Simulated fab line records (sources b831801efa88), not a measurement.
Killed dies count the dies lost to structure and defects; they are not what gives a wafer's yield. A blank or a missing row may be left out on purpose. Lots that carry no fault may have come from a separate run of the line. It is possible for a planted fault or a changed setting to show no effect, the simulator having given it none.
Which tool is to blame? / flow gf180mcu / 14 lots with 42 wafers sampled at 5 steps, on a route of 602 steps

WHAT EACH GAUGE READ, for each wafer
GF_V1_BOW_MEAS_05. Usual: V1_BOW gives 81 um (standard deviation 7.5).
lot=L141; measured=day 17 05:43; on=filmMetro-01; V1_BOW (um)=89 76 79; flag=
lot=L142; measured=day 17 17:56; on=filmMetro-02; V1_BOW (um)=91 85 87; flag=
lot=L144; measured=day 18 11:31; on=filmMetro-01; V1_BOW (um)=78 79 85; flag=
lot=L146; measured=day 19 04:08; on=filmMetro-04; V1_BOW (um)=87 80 80; flag=
lot=L147; measured=day 19 23:56; on=filmMetro-02; V1_BOW (um)=71 73 80; flag=
lot=L149; measured=day 20 07:06; on=filmMetro-01; V1_BOW (um)=70 79 75; flag=
lot=L151; measured=day 20 22:52; on=filmMetro-04; V1_BOW (um)=83 95 97; flag=
lot=L150; measured=day 21 01:12; on=filmMetro-04; V1_BOW (um)=83 82 79; flag=
lot=L152; measured=day 21 18:18; on=filmMetro-01; V1_BOW (um)=72 85 83; flag=
lot=L153; measured=day 21 22:19; on=filmMetro-04; V1_BOW (um)=97 91 87; flag=
lot=L155; measured=day 22 11:38; on=filmMetro-02; V1_BOW (um)=82 91 70; flag=
lot=L156; measured=day 22 18:52; on=filmMetro-04; V1_BOW (um)=90 75 80; flag=
lot=L157; measured=day 22 23:35; on=filmMetro-04; V1_BOW (um)=67 70 82; flag=
lot=L164; measured=day 25 14:44; on=filmMetro-02; V1_BOW (um)=79 84 67; flag=

GF_V1_OVL_MEAS_15. Usual: V1_OVL gives 2 nm (standard deviation 5).
lot=L141; measured=day 18 05:22; on=overlay-02; V1_OVL (nm)=11 7 1; flag=
lot=L142; measured=day 18 18:08; on=overlay-02; V1_OVL (nm)=4 1 9; flag=
lot=L144; measured=day 19 12:21; on=overlay-01; V1_OVL (nm)=-7 5 -2; flag=
lot=L146; measured=day 20 04:44; on=overlay-01; V1_OVL (nm)=2 5 -1; flag=
lot=L147; measured=day 21 00:17; on=overlay-02; V1_OVL (nm)=4 5 0; flag=
lot=L149; measured=day 21 07:23; on=overlay-01; V1_OVL (nm)=-2 2 6; flag=
lot=L151; measured=day 21 22:18; on=overlay-01; V1_OVL (nm)=-7 0 -2; flag=
lot=L150; measured=day 22 01:51; on=overlay-01; V1_OVL (nm)=6 -5 -6; flag=
lot=L152; measured=day 22 18:12; on=overlay-01; V1_OVL (nm)=0 2 0; flag=
lot=L153; measured=day 22 21:48; on=overlay-01; V1_OVL (nm)=11 5 7; flag=
lot=L155; measured=day 23 10:26; on=overlay-02; V1_OVL (nm)=8 -2 5; flag=
lot=L156; measured=day 23 17:12; on=overlay-01; V1_OVL (nm)=3 -2 3; flag=
lot=L157; measured=day 23 21:24; on=overlay-02; V1_OVL (nm)=-3 -3 -3; flag=
lot=L164; measured=day 26 11:57; on=overlay-01; V1_OVL (nm)=6 6 2; flag=

GF_M2_CD_MEAS_14 targets a cd of 280 nm. Usual: cdNm 280.4 nm, standard deviation 1.1.
lot=L141; measured=day 19 07:22; on=cdSem-02; cdNm (nm)=280.9 279.6 280.6; flag=
lot=L142; measured=day 19 20:26; on=cdSem-01; cdNm (nm)=280.9 280.4 280.7; flag=
lot=L144; measured=day 20 14:10; on=cdSem-01; cdNm (nm)=281.4 281.0 281.1; flag=
lot=L146; measured=day 21 05:43; on=cdSem-02; cdNm (nm)=279.2 279.1 279.5; flag=
lot=L147; measured=day 22 02:34; on=cdSem-02; cdNm (nm)=279.5 279.5 280.6; flag=
lot=L149; measured=day 22 08:40; on=cdSem-01; cdNm (nm)=280.0 280.8 281.3; flag=
lot=L151; measured=day 22 23:10; on=cdSem-01; cdNm (nm)=282.1 280.6 281.2; flag=
lot=L150; measured=day 23 02:55; on=cdSem-02; cdNm (nm)=279.4 279.4 280.4; flag=
lot=L152; measured=day 23 18:37; on=cdSem-02; cdNm (nm)=279.1 279.5 278.6; flag=
lot=L153; measured=day 23 21:29; on=cdSem-01; cdNm (nm)=282.1 281.5 281.8; flag=
lot=L155; measured=day 24 10:40; on=cdSem-02; cdNm (nm)=281.0 281.7 279.9; flag=
lot=L156; measured=day 24 16:58; on=cdSem-01; cdNm (nm)=247.6 249.7 266.4 248.0 249.9 266.0; flag=OFF
lot=L157; measured=day 24 21:37; on=cdSem-02; cdNm (nm)=247.7 271.3 251.5 247.9 271.6 251.4; flag=OFF
lot=L164; measured=day 27 10:25; on=cdSem-01; cdNm (nm)=280.8 281.1 281.2; flag=

GF_V2_THK_MEAS_01. Usual: V2_CVD_00_THK gives 600 nm (standard deviation 6.1).
lot=L141; measured=day 19 08:15; on=filmMetro-01; V2_CVD_00_THK (nm)=598 603 602; flag=
lot=L142; measured=day 19 21:25; on=filmMetro-03; V2_CVD_00_THK (nm)=598 594 594; flag=
lot=L144; measured=day 20 15:32; on=filmMetro-04; V2_CVD_00_THK (nm)=606 598 599; flag=
lot=L146; measured=day 21 06:38; on=filmMetro-01; V2_CVD_00_THK (nm)=605 599 603; flag=
lot=L147; measured=day 22 03:33; on=filmMetro-01; V2_CVD_00_THK (nm)=604 599 598; flag=
lot=L149; measured=day 22 09:53; on=filmMetro-04; V2_CVD_00_THK (nm)=601 602 604; flag=
lot=L151; measured=day 23 00:10; on=filmMetro-04; V2_CVD_00_THK (nm)=601 593 601; flag=
lot=L150; measured=day 23 03:53; on=filmMetro-03; V2_CVD_00_THK (nm)=607 600 609; flag=
lot=L152; measured=day 23 19:31; on=filmMetro-04; V2_CVD_00_THK (nm)=592 603 596; flag=
lot=L153; measured=day 23 22:43; on=filmMetro-03; V2_CVD_00_THK (nm)=610 611 601; flag=
lot=L155; measured=day 24 11:33; on=filmMetro-03; V2_CVD_00_THK (nm)=592 594 601; flag=
lot=L156; measured=day 24 22:23; on=filmMetro-04; V2_CVD_00_THK (nm)=604 609 611; flag=
lot=L157; measured=day 25 00:41; on=filmMetro-04; V2_CVD_00_THK (nm)=593 592 597; flag=
lot=L164; measured=day 27 11:18; on=filmMetro-01; V2_CVD_00_THK (nm)=597 600 605; flag=

TOOL THAT RAN EACH LOT (tool first, then ch and the chambers of the sampled wafers, then the start)
lot=L141; GF_M2_EXPOSE_11=krfScanner-02 ch 0, day 18 19:34
lot=L142; GF_M2_EXPOSE_11=krfScanner-01 ch 0, day 19 08:29
lot=L144; GF_M2_EXPOSE_11=krfScanner-02 ch 0, day 20 02:08
lot=L146; GF_M2_EXPOSE_11=krfScanner-02 ch 0, day 20 17:43
lot=L147; GF_M2_EXPOSE_11=krfScanner-02 ch 0, day 21 14:37
lot=L149; GF_M2_EXPOSE_11=krfScanner-02 ch 0, day 21 21:30
lot=L151; GF_M2_EXPOSE_11=krfScanner-02 ch 0, day 22 11:22
lot=L150; GF_M2_EXPOSE_11=krfScanner-02 ch 0, day 22 15:10
lot=L152; GF_M2_EXPOSE_11=krfScanner-02 ch 0, day 23 07:52
lot=L153; GF_M2_EXPOSE_11=krfScanner-02 ch 0, day 23 10:20
lot=L155; GF_M2_EXPOSE_11=krfScanner-01 ch 0, day 24 00:28
lot=L156; GF_M2_EXPOSE_11=krfScanner-02 ch 0, day 24 06:26
lot=L157; GF_M2_EXPOSE_11=krfScanner-02 ch 0, day 24 10:22
lot=L164; GF_M2_EXPOSE_11=krfScanner-01 ch 0, day 27 00:11
- GF_M2_EXPOSE_11: exposes mask Metal2, target cd 280 nm.

WHAT THE TOOLS THEMSELVES READ (means of the sampled wafers that have a number; where no wafer has one, the mark that the record gives instead)
The record holds no such reading with a usual standard deviation.

THE ANSWER, worked out from the rows above alone
Rule: a lot counts as off when the mean over its wafers that have a number is more than 3 standard deviations away from the usual mean. A lot without any number at a reading at which 4 lots or more have one is off too. All remaining lots with rows at the step are treated as sound. First the gauges in route order, then the tools' own readings, where a lot's mean is used as printed above. The first step at which some lot is off is used, and at that step the reading that is off furthest; a lot without a number counts as furthest.
Off: L156, L157, at GF_M2_CD_MEAS_14 (cdNm).
A tool fits if, at a process step before that reading, it ran every lot that is off, and no sound lot after the first of them. Gauges at GF_M2_CD_MEAS_14: tried the same way as those tools. One fits: krfScanner-02 at GF_M2_EXPOSE_11. A fault onset in the window from L153 (day 23 10:20, its last sound lot) to L156 (day 24 06:26, its first lot off) fits.

WHAT THE SIMULATOR HAD PUT IN
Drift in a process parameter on krfScanner-02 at GF_M2_EXPOSE_11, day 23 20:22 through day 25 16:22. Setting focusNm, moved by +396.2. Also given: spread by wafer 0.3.
Struck lots among those shown: L156, L157. Same finding as the rule above.
